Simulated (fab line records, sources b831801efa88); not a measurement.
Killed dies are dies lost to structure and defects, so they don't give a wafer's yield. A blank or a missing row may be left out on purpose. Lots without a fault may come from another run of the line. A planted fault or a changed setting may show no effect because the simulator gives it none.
fab line records | flow sky130
record lots=6 wafers=17 last_day=50
route steps=708 shown VT_ADJUST_PCH@148 SONOS_TUNNEL@154 PAD_OPEN@708
lots that met no fault: from a run of the same line without faults
start_h: hours from the record's first day to the start of the lot's first wafer shown | wait_h: hours since the lot's step before | " the same as in the row above | L1.1+2: a row that stands for several wafers | - no value, or no start given | * or withheld: withheld | < > ~ a bound
route shown NAME@n: a module of which the file shows steps, and the number in the route of the first | usual: mean/standard deviation of fault-free wafers | same: alike in all rows | chamber/n: place in a boat | sites: the reading at each site | _std_site: their standard deviation | _edge_site: outer sites' mean less inner sites' | radius_mm: how far each site lies from the wafer's centre | mask NAME#n: copy n | behind: the tool/chamber that last shaped the wafer | hold: why the lot was held/for how many hours/how that ended | device: the transistor (n, p or np) that didn't switch | end of line: the same wafers' tests at the end of the route | a step without rows: its recipe alone | killed: dies lost to structure and defects at the first sort, not the wafer's yield | map: a wafer's dies, x killed, . not, _ none there
set.NAME: the setting as run; set.NAME@STEP: as run at that earlier step | model.NAME: the simulator's own value behind a step, which no gauge read
lots at some steps of the route; a table a step, a row a wafer
services: from which hour (start_h, from the record's first day; less than 0 if before it) a tool's chamber was out of use, for how many hours, and why
## steps
# step SKY_VT_ADJUST_PCH_PEB_05
# recipe temp_c=115 time_s=withheld
# step SKY_VT_ADJUST_PCH_DEVELOP_06
# recipe wall_angle_deg=90 developer=TMAH develop_time_s=60 dev_temp_c=23
# step SKY_VT_ADJUST_PCH_OVL_MEAS_07
# usual VT_ADJUST_PCH_OVL=0.6/1.3
# columns lot.wafer tool chamber start_h wait_h VT_ADJUST_PCH_OVL[nm]
L903.2 overlay-02 - 229.12 - -0.2
L903.3 " - " " 0.9
L903.6 " - " " 0.6
L909.3 overlay-01 - 280.48 - 2.2
L909.5 " - " " 3.7
L909.6 " - " " 2.5
L910.2 overlay-01 - 288.16 - 1.3
L910.4 " - " " 2.1
L910.5 " - " " 0.6
L911.5 overlay-02 - 293.68 - 1.0
L911.6 " - " " 1.9
L923.2 overlay-01 - 386.01 - 0.7
L923.3 " - " " 1.9
L923.6 " - " " 1.6
L924.1 overlay-01 - 393.00 - -0.7
L924.2 " - " " -0.4
L924.4 " - " " 1.2
# step SKY_VT_ADJUST_PCH_IMPLANT_08
# recipe species=B energy_kev=10 dose_cm2=5e+11 tilt_deg=withheld
# step SKY_VT_ADJUST_PCH_STRIP_09
# recipe chemistry=O2/N2 power_w=1400 pressure_mtorr=1500 platen_temp_c=withheld o2_flow_sccm=3000 n2_flow_sccm=300 overash_fraction=0.5
# usual drypump_motor_current_A=5.4/0.49 oes_product_au=0.724/0.0048 strip_time_to_endpoint_s=36.94/0.098
# columns lot.wafer tool chamber start_h wait_h drypump_motor_current_A oes_product_au rf_hours_counter_h strip_time_to_endpoint_s
L903.2 plasma_asher-02 1 229.30 0.1 4.8 0.725 41 36.97
L903.3 " 0 " " 6.1 0.730 - 36.97
L903.6 " 1 " " 4.8 0.731 - 37.00
L909.3 plasma_asher-04 1 280.68 0.1 4.9 0.730 - 36.87
L909.5 " 0 " " 5.6 0.730 - 36.85
L909.6 " 1 " " 4.9 0.720 - 36.84
L910.2 plasma_asher-03 1 288.34 0.1 5.4 0.722 18 36.83
L910.4 " 1 " " 5.4 0.726 - 36.88
L910.5 " 1 " " 5.4 0.723 - 36.79
L911.5 plasma_asher-02 0 293.91 0.1 6.1 0.728 - 36.84
L911.6 " 1 " " 4.7 0.723 - 36.94
L923.2 plasma_asher-02 1 386.19 0.1 4.8 0.717 56 36.96
L923.3 " 0 " " 6.0 0.724 - 37.04
L923.6 " 1 " " 4.8 0.722 - 36.88
L924.1 plasma_asher-04 0 393.19 0.1 5.6 0.722 67 37.16
L924.2 " 1 " " 5.0 0.732 67 36.89
L924.4 " 1 " " 5.0 0.720 - 37.11
# step SKY_VT_ADJUST_PCH_TW_MEAS_10
# usual VT_ADJUST_PCH_TW=142.3/1.7
# columns lot.wafer tool chamber start_h wait_h VT_ADJUST_PCH_TW
L903.2 film_metro-04 - 229.41 0.1 139.3
L903.3 " - " " 139.9
L903.6 " - " " 139.8
L909.3 film_metro-03 - 280.77 0.1 142.7
L909.5 " - " " 142.4
L909.6 " - " " 143.1
L910.2 film_metro-02 - 288.45 0.1 144.9
L910.4 " - " " 144.0
L910.5 " - " " 144.2
L911.5 film_metro-03 - 293.98 0.0 142.0
L911.6 " - " " 142.1
L923.2 film_metro-04 - 386.30 0.1 140.5
L923.3 " - " " 140.1
L923.6 " - " " 140.1
L924.1 film_metro-03 - 393.29 0.1 142.9
L924.2 " - " " 143.5
L924.4 " - " " 143.6
# step SKY_SONOS_TUNNEL_DEHYDRATE_00
# recipe temp_c=200 time_s=60
# step SKY_SONOS_TUNNEL_HMDS_01
# recipe prime_time_s=60 prime_temp_c=120
# step SKY_SONOS_TUNNEL_COAT_02
# recipe resist=NOVOLAK spin_rpm=3000 resist_thk_nm=1140
# step SKY_SONOS_TUNNEL_SOFTBAKE_03
# recipe temp_c=90 time_s=60 resist=NOVOLAK
# step SKY_SONOS_TUNNEL_EXPOSE_04
# recipe mask_id=TUNM na=0.6 source_shape=conventional sigma_outer=0.6 polarization=unpolarized target_cd_nm=410 dose_mj=136
# step SKY_SONOS_TUNNEL_PEB_05
# recipe temp_c=withheld time_s=* resist=NOVOLAK
# step SKY_SONOS_TUNNEL_DEVELOP_06
# recipe resist=NOVOLAK developer=TMAH develop_time_s=60 dev_temp_c=23
# usual chill_plate_temp_C=23.00/0.096
# columns lot.wafer tool chamber start_h wait_h chill_plate_temp_C
L903.2 litho_track-04 0 252.99 0.1 23.07
L903.3 " 0 " " 22.94
L903.6 " 0 " " 22.79
L909.3 litho_track-01 0 306.39 0.1 22.93
L909.5 " 0 " " 22.85
L909.6 " 0 " " 22.93
L910.2 litho_track-02 0 313.73 0.1 23.05
L910.4 " 0 " " 23.02
L910.5 " 0 " " 22.96
L911.5 litho_track-01 0 320.09 0.1 23.00
L911.6 " 0 " " 23.01
L923.2 litho_track-01 0 415.16 0.1 22.99
L923.3 " 0 " " 22.98
L923.6 " 0 " " 23.11
L924.1 litho_track-04 0 422.71 0.1 22.88
L924.2 " 0 " " 22.95
L924.4 " 0 " " 22.82
# step SKY_SONOS_TUNNEL_CD_MEAS_07
# recipe target_cd_nm=410
# usual cd_nm=410.4/1.8
# columns lot.wafer tool chamber start_h wait_h cd_nm
L903.2 cd_sem-01 - 253.13 0.1 410.0
L903.3 " - " " 408.5
L903.6 " - " " 409.2
L909.3 cd_sem-02 - 306.53 0.1 409.9
L909.5 " - " " 450.8
L909.6 " - " " 409.3
L910.2 cd_sem-02 - 313.88 0.1 409.1
L910.4 " - " " 407.3
L910.5 " - " " 407.0
L911.5 cd_sem-02 - 320.22 0.1 452.3
L911.6 " - " " 412.2
L923.2 cd_sem-01 - 415.31 0.1 407.8
L923.3 " - " " 406.2
L923.6 " - " " 407.2
L924.1 cd_sem-02 - 422.86 0.1 409.8
L924.2 " - " " 408.4
L924.4 " - " " 409.6
# step SKY_SONOS_TUNNEL_OVL_MEAS_08
# usual SONOS_TUNNEL_OVL=-0.2/1.4
# columns lot.wafer tool chamber start_h wait_h SONOS_TUNNEL_OVL[nm]
L903.2 overlay-01 - 253.24 0.1 0.9
L903.3 " - " " -0.5
L903.6 " - " " 0.8
L909.3 overlay-01 - 306.62 0.1 0.3
L909.5 " - " " -1.1
L909.6 " - " " 0.2
L910.2 overlay-01 - 313.98 0.1 0.3
L910.4 " - " " -0.9
L910.5 " - " " 0.8
L911.5 overlay-02 - 320.28 0.0 -1.4
L911.6 " - " " -0.8
L923.2 overlay-01 - 415.41 0.1 -0.1
L923.3 " - " " -0.7
L923.6 " - " " 1.4
L924.1 overlay-01 - 422.98 0.1 1.9
L924.2 " - " " 2.0
L924.4 " - " " -0.5
# step SKY_PAD_OPEN_PROBE_99
# usual killed_at_M0_to_M3=42/7.7 killed_at_M4_up=3.1/1.9 killed_at_contacts=24/4.9 killed_at_front_end=15/4.6 killed_at_other=0.3/0.51 killed_dies=85/9.9 killed_open=47/7.1 killed_short=38/6.7
# same gross_dies=492 killed_at_back_side=0
# columns lot.wafer tool chamber start_h wait_h killed_at_M0_to_M3 killed_at_M4_up killed_at_contacts killed_at_front_end killed_at_other killed_dies killed_open killed_short
L903.2 prober-02 - 1076.88 0.1 48 1 23 25 0 97 58 39
L903.3 prober-02 - 1076.93 0.2 39 2 25 14 0 80 40 40
L903.6 prober-02 - 1077.08 0.2 45 2 26 19 0 92 56 36
# killed by level:class
L903.2 VIA1:geometric_particle:open=16 VIA3:geometric_particle:open=13 CONTACT:geometric_particle:open=10 POLY_GATE:geometric_particle:open=9 CONTACT:geometric_particle:short=6 LI_CONTACT:geometric_particle:short=6 POLY_GATE:geometric_particle:short=5 METAL1:geometric_particle:short=5
L903.3 CONTACT:geometric_particle:open=9 VIA1:geometric_particle:short=8 METAL1:geometric_particle:short=7 LI_CONTACT:geometric_particle:open=6 VIA1:geometric_particle:open=6 VIA3:geometric_particle:open=6 POLY_GATE:geometric_particle:open=5 CONTACT:geometric_particle:short=5
L903.6 VIA1:geometric_particle:open=14 CONTACT:geometric_particle:open=11 VIA3:geometric_particle:open=9 LI_CONTACT:geometric_particle:open=8 FIELD_ISO:geometric_particle:open=6 VIA1:geometric_particle:short=5 METAL2:geometric_particle:short=5 FIELD_ISO:geometric_particle:short=4
## services
# columns tool chamber start_h hours kind
plasma_asher-04 - 208.36 54.3 repair
litho_track-02 - 264.29 - consumable_replace:filter
plasma_asher-03 - 299.97 2.6 repair
plasma_asher-03 - 302.06 1.9 repair
plasma_asher-02 - 338.41 2.1 repair
litho_track-04 - 345.87 - consumable_replace:filter
## key
first_sign step=SKY_SONOS_TUNNEL_CD_MEAS_07 reading=cd_nm direction=up sigmas=23 usual=410.4 struck=451.5
effect none on later readings
met_at SKY_SONOS_TUNNEL_DEVELOP_06
struck_wafers L909.5,L911.5
tester_left_out L909,L911
fault kind=process_parameter_drift tool=litho_track-01 chamber=- onset_h=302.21 steps=SKY_SONOS_TUNNEL_DEVELOP_06 channel=develop_time_s offset=* shape=step end_h=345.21 scope=struck_wafers_only acts_in=* stated=*
# tester_left_out: of these lots the tester's yield and bins aren't shown, on N5 and GAA mostly nor the transistor test; their killed dies are dies lost to structure and defects alone, not to doping, threshold or leakage, so they don't give the yield
